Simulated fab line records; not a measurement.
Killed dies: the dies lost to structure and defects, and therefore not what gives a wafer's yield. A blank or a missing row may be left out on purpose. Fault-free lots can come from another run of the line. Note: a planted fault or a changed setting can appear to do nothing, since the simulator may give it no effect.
What tool caused it? :: flow gf180mcu :: 7 lots, 21 wafers sampled, at 3 steps of a route of 602

## WHAT EACH GAUGE READ, for each wafer
GF_POLY_GATE_THK_MEAS_01.
lot: L506
measured: day 8 22:58
on: film metro-01
POLY_GATE_CVD_00_THK (nm): 202.3 200.8 199.2

lot: L508
measured: day 9 10:06
on: film metro-03
POLY_GATE_CVD_00_THK (nm): 199.4 199.5 198.4

lot: L512
measured: day 10 15:23
on: film metro-03
POLY_GATE_CVD_00_THK (nm): 397.0 398.0 397.8 397.0 397.9 397.3

lot: L514
measured: day 11 02:17
on: film metro-03
POLY_GATE_CVD_00_THK (nm): 402.8 400.4 400.6 402.8 400.5 400.2

lot: L521
measured: day 13 04:45
on: film metro-04
POLY_GATE_CVD_00_THK (nm): 198.6 201.4 198.5

lot: L523
measured: day 13 13:48
on: film metro-04
POLY_GATE_CVD_00_THK (nm): 200.7 201.0 201.2

lot: L527
measured: day 14 18:51
on: film metro-03
POLY_GATE_CVD_00_THK (nm): 199.3 198.1 199.2

## WHICH TOOL RAN EACH LOT (tool, then ch and the chambers of the sampled wafers, then the start)
lot: L506
GF_STI_ETCH_14: rie si-01 ch 2,3, day 2 06:12
GF_POLY_GATE_CVD_00: lpcvd-02 ch 0, day 8 21:37

lot: L508
GF_STI_ETCH_14: rie si-01 ch 1,2,3, day 2 16:29
GF_POLY_GATE_CVD_00: lpcvd-02 ch 0, day 9 08:45

lot: L512
GF_STI_ETCH_14: rie si-01 ch 1,2,3, day 3 13:48
GF_POLY_GATE_CVD_00: lpcvd-01 ch 1, day 10 12:34

lot: L514
GF_STI_ETCH_14: rie si-02 ch 1,2,3, day 4 01:04
GF_POLY_GATE_CVD_00: lpcvd-01 ch 0, day 10 23:23

lot: L521
GF_STI_ETCH_14: rie si-02 ch 1,2, day 5 12:01
GF_POLY_GATE_CVD_00: lpcvd-02 ch 1, day 13 03:25

lot: L523
GF_STI_ETCH_14: rie si-02 ch 0,1, day 5 22:10
GF_POLY_GATE_CVD_00: lpcvd-02 ch 0, day 13 12:27

lot: L527
GF_STI_ETCH_14: rie si-01 ch 0,2,3, day 6 20:00
GF_POLY_GATE_CVD_00: lpcvd-02 ch 0, day 14 17:31
- GF_STI_ETCH_14: etches Si in HBr/Cl2/O2, target depth 360 nm, time 102.9 s.
- GF_POLY_GATE_CVD_00: deposits poly-Si, target thk 200 nm, time 1200 s.

## THE ANSWER, worked out from the rows above alone
Rule: what is usual is taken from the lots themselves. The widest of any qualifying gaps counts: lots, ordered by their means at a reading, are off when they make up no more than a third of the lots, leave a main group of 4 or more, and stand apart from it by 3 or more times the standard deviation of that group's means. A main group is skipped when, at the precision printed for the reading in the tables above, its means are all equal. Also off: a lot with no number at a reading for which 4 or more lots have one. The other lots that the step has rows for count as sound.
Off: L512, L514, at GF_POLY_GATE_THK_MEAS_01 (POLY_GATE_CVD_00_THK). For the main group the mean is 199.8 nm and the standard deviation 0.86.
A tool fits if, at a process step before that reading, it ran every lot that is off, and no sound lot after the first of them. Gauges at GF_POLY_GATE_THK_MEAS_01: tried the same way as those tools. One fits: lpcvd-01 at GF_POLY_GATE_CVD_00. It ran no sound lot before its first lot that is off in this sample, so the start can't be narrowed down.

## WHAT THE SIMULATOR HAD PUT IN
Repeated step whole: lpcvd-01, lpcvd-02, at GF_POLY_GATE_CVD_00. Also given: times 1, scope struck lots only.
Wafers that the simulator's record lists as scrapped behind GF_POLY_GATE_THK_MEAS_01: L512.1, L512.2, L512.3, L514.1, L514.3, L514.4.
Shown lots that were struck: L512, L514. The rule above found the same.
